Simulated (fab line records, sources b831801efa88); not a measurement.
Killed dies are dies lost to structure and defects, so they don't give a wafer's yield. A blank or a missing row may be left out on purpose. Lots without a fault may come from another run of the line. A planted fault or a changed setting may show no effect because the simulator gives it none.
A struck lot beside a sound one | flow sky130 | 18 steps out of a route of 708
Sound: wafers L235.2, L235.3, L235.6. Struck: wafers L250.2, L250.6. (L250.1 of the same lot was not struck and is left out.) The cause comes at the end.
At each step with rows: each side's tool, then ch and its chambers, then its first start. Under that, the readings that differ: sound wafers | struck wafers | difference of the means | sigmas: that difference in standard deviations of wafers without a fault.
alike: readings whose means differ by less than 2 such deviations, and words and numbers that are the same on both sides. not compared: withheld readings, readings that some wafer has no value for, bounds like >300 that may hide the same value, and numbers for which the record gives no deviation and whose values overlap.
The two part at a step that has a row with sigmas, a row that says differs or no value, or rows on one side only. Numbers that don't overlap but have no deviation are shown without sigmas and don't part them. A reading that every wafer of one side lacks parts them only if that side has two wafers or more.

first, 3 steps without rows for these wafers: SKY_VIA1_EXPOSE_09 (exposes mask VIM, target cd 150 nm); SKY_VIA1_PEB_10; SKY_VIA1_DEVELOP_11 (develop time 60 s).
SKY_VIA1_CD_MEAS_12: target cd 150 nm.
  sound on cd_sem-02, day 35 13:45; struck on cd_sem-01, day 39 16:14
  alike: cd_nm
SKY_VIA1_OVL_MEAS_13:
  sound on overlay-02, day 35 13:51; struck on overlay-02, day 39 16:21
  alike: VIA1_OVL
SKY_VIA1_ETCH_14: etches BARC in N2/H2, stops on SiO2, time 45.9 s, target depth 60 nm.
  sound on rie_diel-04 ch 1,2, day 35 13:53; struck on rie_diel-03 ch 1,3, day 39 16:23
  alike: drypump_motor_current_A, oes_product_au, throttle_valve_pct
  not compared: rf_hours_counter_h
SKY_VIA1_ETCH_15: etches SiO2 in C4F8/O2/Ar, stops on TiN, target depth 351 nm, time 54 s.
  sound on rie_diel-04 ch 1,2, day 35 13:56; struck on rie_diel-03 ch 1,3, day 39 16:26
  alike: oes_product_au
  not compared: rf_hours_counter_h
SKY_VIA1_STRIP_16: strips in O2/N2.
  sound on plasma_asher-04 ch 1, day 35 13:58; struck on plasma_asher-03 ch 1, day 39 16:28
  alike: drypump_motor_current_A, oes_product_au, strip_time_to_endpoint_s
  not compared: rf_hours_counter_h
then, 3 steps without rows for these wafers: SKY_VIA1_STRIP_17 (strips in post etch residue remover, time 1200 s); SKY_VIA1_CLEAN_18 (cleans in IPA, time 180 s); SKY_VIA1_CLEAN_19 (cleans in O3/DIW).
SKY_VIA1_SPUTTER_20: material TiN, target thk 20 nm, time 80 s.
  sound on pvd_sputter-04, day 35 14:36; struck on pvd_sputter-04, day 39 17:07
  alike: chamber_pressure_pa, throttle_valve_pct
SKY_VIA1_CVD_21: deposits W, target thk 270 nm, time 80.902 s.
  sound on cvd_w-02 ch 0, day 35 14:42; struck on cvd_w-02 ch 0, day 39 17:11
  reading                            | sound             | struck      | difference | sigmas
  chamber_pressure_Torr (Torr)       | 39.95 39.92 40.05 | 55.33 55.31 | +15.35     | +99 or more
  heater_power_w (W)                 | 912 930 923       | 821 844     | -89        | -3
  model.W_of_VIA1_CVD_21.thk_nm (nm) | 269.1 269 267.3   | 316.1 319.9 | +49.5      |
SKY_VIA1_RS_MEAS_22: measures by four-point-probe.
  sound on film_metro-04, day 35 14:52; struck on film_metro-01, day 39 17:17
  reading            | sound             | struck      | difference | sigmas
  VIA1_W_RS (ohm/sq) | 0.427 0.427 0.429 | 0.363 0.359 | -0.067     | -17
SKY_VIA1_THK_MEAS_23: measures by xrf.
  sound on film_metro-04, day 35 14:59; struck on film_metro-01, day 39 17:24
  reading         | sound       | struck  | difference | sigmas
  VIA1_W_THK (nm) | 265 265 265 | 307 310 | +44        | +13
SKY_VIA1_CMP_24: polishes, stops on SiO2, t overpolish 15 s, target thk 0 nm.
  sound on cmp-01 ch 1,3, day 35 15:05; struck on cmp-01 ch 0,3, day 39 17:30
  reading                | sound    | struck | difference | sigmas
  time_to_endpoint_s (s) | 66 65 64 | 76 74  | +10        | +3
  alike: head_pressure_psi, motor_current_A
SKY_METAL2_SPUTTER_00: material Ti, target thk 15 nm, time 10 s.
  sound on pvd_sputter-03, day 35 15:20; struck on pvd_sputter-02, day 39 17:48
  alike: chamber_pressure_pa, throttle_valve_pct
-- the record jumps here: 11 days lie between the struck wafers' starts before and after (it left off in module METAL2 and takes up again in module PAD_OPEN, whose first step shown is number 708 of the route) --
SKY_PAD_OPEN_PROBE_99:
  sound on prober-01, day 47 04:42; struck on prober-02, day 50 05:56
  alike: defect_limited_yield, killed_at_M0_to_M3, killed_at_M4_up, killed_at_contacts, killed_at_front_end, killed_at_other, killed_dies, killed_open, killed_short, sort_bin_3_pad_short, sort_bin_5_function, sort_bin_6_memory, sort_n_pass, sort_yield_pct

WHERE THEY PART
First at SKY_VIA1_CVD_21; last, within this record, at SKY_VIA1_CMP_24. Later steps at which nothing parts them and some readings are alike: SKY_METAL2_SPUTTER_00, SKY_PAD_OPEN_PROBE_99.

WHY: what the simulator had put in
Process parameter drift: cvd_w-02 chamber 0, from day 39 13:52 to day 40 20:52, at SKY_VIA1_CVD_21. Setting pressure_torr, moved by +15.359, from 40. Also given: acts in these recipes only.
